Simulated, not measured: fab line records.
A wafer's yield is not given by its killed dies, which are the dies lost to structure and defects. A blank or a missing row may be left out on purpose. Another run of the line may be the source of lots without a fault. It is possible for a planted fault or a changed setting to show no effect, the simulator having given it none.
Problem report in the 8D (eight disciplines) form, filled by code || flow sky130 || the parts of the form that need people (team, actions taken, sign-off) are left out

1. THE ISSUE
cathode-dc-power-W at SKY_METAL2_SPUTTER_00 reads a mean of 3278.3 W on 1 wafer of 1 lot; wafers without a fault read 3000.0 W with a standard deviation of 0.57. So: +99 or more standard deviations from the usual mean.
The step: material Ti, target thk 15 nm, time 10 s.
The first sign was on wafer L458.4 at day 37 11:39, on pvd-sputter-02. The record holds 35 wafers of 12 lots with a number at this step. Rule for "out", or "out of limits": more than 4 standard deviations from the usual mean. All remaining wafers that have a number are taken as sound.

2. WHAT IT IS AND WHAT IT IS NOT
{"question": "which readings at this step", "is": "cathode-dc-power-W", "is not": "throttle-valve-pct"}
{"question": "which lots", "is": "L458", "is not": "L449, L452, L453, L456, L459, L461, L464, L465, L466, L469, L470"}
{"question": "which wafers of those lots", "is": "L458.4", "is not": "L458.3"}
{"question": "read on which tools", "is": "pvd-sputter-02", "is not": "pvd-sputter-01, pvd-sputter-03"}
{"question": "when", "is": "from day 37 11:39", "is not": "up to then (16 sound wafers); but 18 sound wafers of L461, L464, L465, L466, L469, L470 came after"}

3. THE SUSPECTS, EACH WITH WHAT RULES IT OUT
Counting: a tool at a process step up to the reading stays a suspect if it ran every lot that is out. Sound lots after the first of them don't rule it out here, since some wafers of a struck lot are sound.
- rie-metal-03 at SKY_METAL1_ETCH_18 (etches BARC in N2/H2, stops on SiO2, time 45.9 s, target depth 60 nm): kept. It ran the lot that is out, L458 (day 36 07:10); its last sound lot up to then is L449 (day 32 16:42).
- pvd-sputter-01 at SKY_VIA1_SPUTTER_20 (material TiN, target thk 20 nm, time 80 s): kept. It ran the lot that is out, L458 (day 37 11:01); its last sound lot up to then is L456 (day 36 03:41).
- cvd-w-01 at SKY_VIA1_CVD_21 (deposits W, target thk 270 nm, time 80.902 s): kept. It ran the lot that is out, L458 (day 37 11:06); its last sound lot up to then is L459 (day 37 05:48).
- pvd-sputter-02 at SKY_METAL2_SPUTTER_00 (material Ti, target thk 15 nm, time 10 s): kept. It ran the lot that is out, L458 (day 37 11:39); its last sound lot up to then is L456 (day 36 04:19). Out on those wafers are its own readings of cathode-dc-power-W.
- Within rie-metal-03 at SKY_METAL1_ETCH_18, the wafers that are out were processed in chamber 1 and their sound lot-mates in chamber 0.
- Within cvd-w-01 at SKY_VIA1_CVD_21, the wafers that are out were processed in chamber 0 and their sound lot-mates in chamber 1.
Left after counting: rie-metal-03 at SKY_METAL1_ETCH_18, pvd-sputter-01 at SKY_VIA1_SPUTTER_20, cvd-w-01 at SKY_VIA1_CVD_21, pvd-sputter-02 at SKY_METAL2_SPUTTER_00.

4. THE CAUSE (what the simulator had put in)
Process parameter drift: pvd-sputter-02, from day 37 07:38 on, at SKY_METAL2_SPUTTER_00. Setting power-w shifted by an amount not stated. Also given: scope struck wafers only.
4 suspects survive the count, and this tool is in that group.

5. THE EFFECT CHAIN, in route order
Rows list readings where the struck wafers' mean (over those with a number) sits beyond 3 standard deviations from the usual. Only readings whose record carries a usual standard deviation are examined. hours: median over the lots of the time between each lot's start at the first step of this table that gives one and its start at this step. sigmas: the change, counted in usual standard deviations.
{"hours": 0, "step": "SKY_METAL2_SPUTTER_00", "reading": "cathode-dc-power-W", "usual": "3000.0 W", "on struck wafers": 3278.3, "change": "+278.3", "sigmas": "+99 or more"}
It contains these process steps:
- SKY_METAL2_SPUTTER_00: material Ti, target thk 15 nm, time 10 s.

6. HOW IT WOULD HAVE BEEN CAUGHT EARLIER
In this record the first reading out of limits was taken at day 37 11:39, 4 hours after the fault began at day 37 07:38.
